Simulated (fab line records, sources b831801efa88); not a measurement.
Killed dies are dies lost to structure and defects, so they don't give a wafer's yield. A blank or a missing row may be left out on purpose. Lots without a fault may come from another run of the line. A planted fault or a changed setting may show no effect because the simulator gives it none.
Chamber matching | flow gf180mcu | GF_V2_CMP_04 on cmp-02: 4 sister chambers
The step polishes SiO2. 20 wafers are shown with their chamber, then 10 later ones without.

WAFERS WITH THEIR CHAMBER
wafer  | chamber | motor_current_A (A) | time_to_endpoint_s (s)
L669.2 | 2       | 10.3                | 77
L669.5 | 2       | 10.5                | 81
L669.6 | 3       | 13.2                | 82
L670.1 | 0       | 11.5                | 82
L670.2 | 2       | 10.2                | 76
L670.6 | 0       | 11.5                | 88
L671.2 | 0       | 12.2                | 82
L671.3 | 3       | 12.5                | 75
L671.6 | 1       | 11.9                | 76
L683.1 | 0       | 11.8                | 86
L683.3 | 1       | 11.4                | 82
L683.5 | 3       | 12.9                | 89
L684.3 | 2       | 10.4                | 78
L684.4 | 1       | 11.4                | 85
L684.5 | 3       | 12.6                | 85
L685.3 | 3       | 12.3                | 83
L685.4 | 0       | 12.0                | 88
L685.5 | 2       | 10.0                | 82
L686.3 | 2       | 10.0                | 79
L686.4 | 1       | 12.4                | 84

SIGNATURES (means of the wafers above)
reading            | chamber 0 | chamber 1 | chamber 2 | chamber 3 | scatter within a chamber
motor_current_A    | 11.800    | 11.775    | 10.233    | 12.700    | 0.334
time_to_endpoint_s | 85.20     | 81.75     | 78.83     | 82.80     | 3.68
Rule: a wafer's distance from a chamber is the root of the sum, over the readings, of the square of ((its reading less the chamber's mean) divided by the reading's scatter). The wafer belongs to the nearest chamber; if the next one is less than 2 further off, it can't be placed. The scatter: the root of (the sum of the squares of (reading less its chamber's mean) over the shown wafers, divided by (wafers less chambers)).

WAFERS WITHOUT THEIR CHAMBER
wafer  | motor_current_A (A) | time_to_endpoint_s (s)
L686.5 | 10.4                | 87
L687.1 | 11.4                | 76
L687.5 | 12.3                | 80
L687.6 | 9.9                 | 83
L690.1 | 12.2                | 82
L690.3 | 12.6                | 85
L690.4 | 11.8                | 88
L691.1 | 13.0                | 77
L691.2 | 12.5                | 80
L691.6 | 12.7                | 79

WHICH CHAMBER EACH WENT THROUGH
wafer  | from the rows above          | in truth
L686.5 | can't be placed: 2 or 0      | 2
L687.1 | can't be placed: 1 or 0 or 2 | 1
L687.5 | can't be placed: 3 or 1 or 0 | 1
L687.6 | 2                            | 2
L690.1 | can't be placed: 1 or 0 or 3 | 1
L690.3 | can't be placed: 3 or 0 or 1 | 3
L690.4 | can't be placed: 0 or 1      | 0
L691.1 | 3                            | 3
L691.2 | can't be placed: 3 or 1 or 0 | 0
L691.6 | can't be placed: 3 or 1      | 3
Placed correctly: 2 of 10. Can't be placed from these rows: 8 (the true chamber is among the candidates in 8). Placed wrongly: 0.
